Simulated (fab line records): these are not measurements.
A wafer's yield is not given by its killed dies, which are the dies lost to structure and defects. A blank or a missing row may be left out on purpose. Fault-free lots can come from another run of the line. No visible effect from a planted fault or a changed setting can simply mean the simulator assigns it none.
Commonality check across tools || flow gf180mcu || 42 wafers sampled across 14 lots

THE REASON FOR OPENING IT
Of 14 lots, 2 have the reading VT_IMPLANT_2_TW flagged at GF_VT_IMPLANT_TW_MEAS_21. No-fault wafers: 1231, standard deviation 7.6.
Rule: a lot is flagged when every wafer of it that has a number lies more than 4 standard deviations from that mean, or none has a number. The rest of the lots are taken to be sound.

{"lot": "L592", "measured": "day 6 05:46", "on": "film-metro-02", "VT_IMPLANT_2_TW, wafer by wafer": "1237 1242 1243", "flag": ""}
{"lot": "L593", "measured": "day 6 11:58", "on": "film-metro-02", "VT_IMPLANT_2_TW, wafer by wafer": "1237 1237 1237", "flag": ""}
{"lot": "L595", "measured": "day 7 05:20", "on": "film-metro-02", "VT_IMPLANT_2_TW, wafer by wafer": "1239 1244 1235", "flag": ""}
{"lot": "L596", "measured": "day 7 10:25", "on": "film-metro-04", "VT_IMPLANT_2_TW, wafer by wafer": "1220 1222 1225", "flag": ""}
{"lot": "L599", "measured": "day 8 03:52", "on": "film-metro-04", "VT_IMPLANT_2_TW, wafer by wafer": "1228 1229 1226", "flag": ""}
{"lot": "L600", "measured": "day 8 08:22", "on": "film-metro-04", "VT_IMPLANT_2_TW, wafer by wafer": "1223 1222 1234", "flag": ""}
{"lot": "L601", "measured": "day 8 16:11", "on": "film-metro-04", "VT_IMPLANT_2_TW, wafer by wafer": "1229 1227 1225", "flag": ""}
{"lot": "L603", "measured": "day 9 04:13", "on": "film-metro-02", "VT_IMPLANT_2_TW, wafer by wafer": "1236 1233 1233", "flag": ""}
{"lot": "L604", "measured": "day 9 13:26", "on": "film-metro-02", "VT_IMPLANT_2_TW, wafer by wafer": "1242 1236 1242", "flag": ""}
{"lot": "L607", "measured": "day 10 05:59", "on": "film-metro-02", "VT_IMPLANT_2_TW, wafer by wafer": "1239 1241 1247", "flag": ""}
{"lot": "L608", "measured": "day 10 13:43", "on": "film-metro-04", "VT_IMPLANT_2_TW, wafer by wafer": "1284 1276 1278", "flag": "FLAGGED"}
{"lot": "L609", "measured": "day 10 19:04", "on": "film-metro-01", "VT_IMPLANT_2_TW, wafer by wafer": "1276 1280 1276", "flag": "FLAGGED"}
{"lot": "L611", "measured": "day 11 07:24", "on": "film-metro-01", "VT_IMPLANT_2_TW, wafer by wafer": "1223 1220 1216", "flag": ""}
{"lot": "L613", "measured": "day 11 22:12", "on": "film-metro-04", "VT_IMPLANT_2_TW, wafer by wafer": "1222 1223 1225", "flag": ""}
On average the flagged lots' numbers are 1278, which is +47 against the usual, or +6 standard deviations.

LOT BY LOT: THE TOOL USED
The record holds 1 process step before the reading, out of a route of 602 steps. Each cell gives the tool, then ch followed by the chambers the sampled wafers passed through, then the start.
{"lot": "L592", "flag": "", "GF_VT_IMPLANT_IMPLANT_19": "implanter-01 ch 0, day 6 05:32"}
{"lot": "L593", "flag": "", "GF_VT_IMPLANT_IMPLANT_19": "implanter-01 ch 0, day 6 11:44"}
{"lot": "L595", "flag": "", "GF_VT_IMPLANT_IMPLANT_19": "implanter-01 ch 0, day 7 05:07"}
{"lot": "L596", "flag": "", "GF_VT_IMPLANT_IMPLANT_19": "implanter-04 ch 0, day 7 10:11"}
{"lot": "L599", "flag": "", "GF_VT_IMPLANT_IMPLANT_19": "implanter-01 ch 0, day 8 03:37"}
{"lot": "L600", "flag": "", "GF_VT_IMPLANT_IMPLANT_19": "implanter-04 ch 0, day 8 08:08"}
{"lot": "L601", "flag": "", "GF_VT_IMPLANT_IMPLANT_19": "implanter-04 ch 0, day 8 15:55"}
{"lot": "L603", "flag": "", "GF_VT_IMPLANT_IMPLANT_19": "implanter-04 ch 0, day 9 03:58"}
{"lot": "L604", "flag": "", "GF_VT_IMPLANT_IMPLANT_19": "implanter-01 ch 0, day 9 13:13"}
{"lot": "L607", "flag": "", "GF_VT_IMPLANT_IMPLANT_19": "implanter-03 ch 0, day 10 05:44"}
{"lot": "L608", "flag": "FLAGGED", "GF_VT_IMPLANT_IMPLANT_19": "implanter-01 ch 0, day 10 13:29"}
{"lot": "L609", "flag": "FLAGGED", "GF_VT_IMPLANT_IMPLANT_19": "implanter-01 ch 0, day 10 18:49"}
{"lot": "L611", "flag": "", "GF_VT_IMPLANT_IMPLANT_19": "implanter-04 ch 0, day 11 07:09"}
{"lot": "L613", "flag": "", "GF_VT_IMPLANT_IMPLANT_19": "implanter-03 ch 0, day 11 21:59"}
What these steps do:
- GF_VT_IMPLANT_IMPLANT_19
- GF_VT_IMPLANT_TW_MEAS_21

FLAGGED AGAINST TOTAL, ONE TOOL AT A TIME (gauges that did the reading follow at the end)
{"step": "GF_VT_IMPLANT_IMPLANT_19", "tool": "implanter-01", "lots run": 7, "flagged": 2, "share of the flagged lots": "all", "sound lots run after its first flagged lot": 0}
{"step": "GF_VT_IMPLANT_IMPLANT_19", "tool": "implanter-03", "lots run": 2, "flagged": 0, "share of the flagged lots": "none", "sound lots run after its first flagged lot": "-"}
{"step": "GF_VT_IMPLANT_IMPLANT_19", "tool": "implanter-04", "lots run": 5, "flagged": 0, "share of the flagged lots": "none", "sound lots run after its first flagged lot": "-"}
{"step": "GF_VT_IMPLANT_TW_MEAS_21", "tool": "film-metro-01", "lots run": 2, "flagged": 1, "share of the flagged lots": "some", "sound lots run after its first flagged lot": "1 (L611)"}
{"step": "GF_VT_IMPLANT_TW_MEAS_21", "tool": "film-metro-02", "lots run": 6, "flagged": 0, "share of the flagged lots": "none", "sound lots run after its first flagged lot": "-"}
{"step": "GF_VT_IMPLANT_TW_MEAS_21", "tool": "film-metro-04", "lots run": 6, "flagged": 1, "share of the flagged lots": "some", "sound lots run after its first flagged lot": "1 (L613)"}

WHAT THE TABLE ALLOWS
In the table, 1 row covers all flagged lots: implanter-01 at GF_VT_IMPLANT_IMPLANT_19.
- implanter-01 at GF_VT_IMPLANT_IMPLANT_19: 2 of its 7 lots flagged. It ran its last sound lot, L604, at day 9 13:13 and its first flagged lot, L608, at day 10 13:29: a fault with its onset between the two fits. Its own readings lie more than 4 standard deviations out on every wafer of the flagged lots: beam-energy-keV.
implanter-01 at GF_VT_IMPLANT_IMPLANT_19 is the single tool remaining.

WHAT THE SIMULATOR HAD PUT IN
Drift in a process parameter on implanter-01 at GF_VT_IMPLANT_IMPLANT_19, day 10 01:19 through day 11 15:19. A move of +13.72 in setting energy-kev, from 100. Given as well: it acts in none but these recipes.
Shown lots that were struck: L608, L609. The rule above found the same.
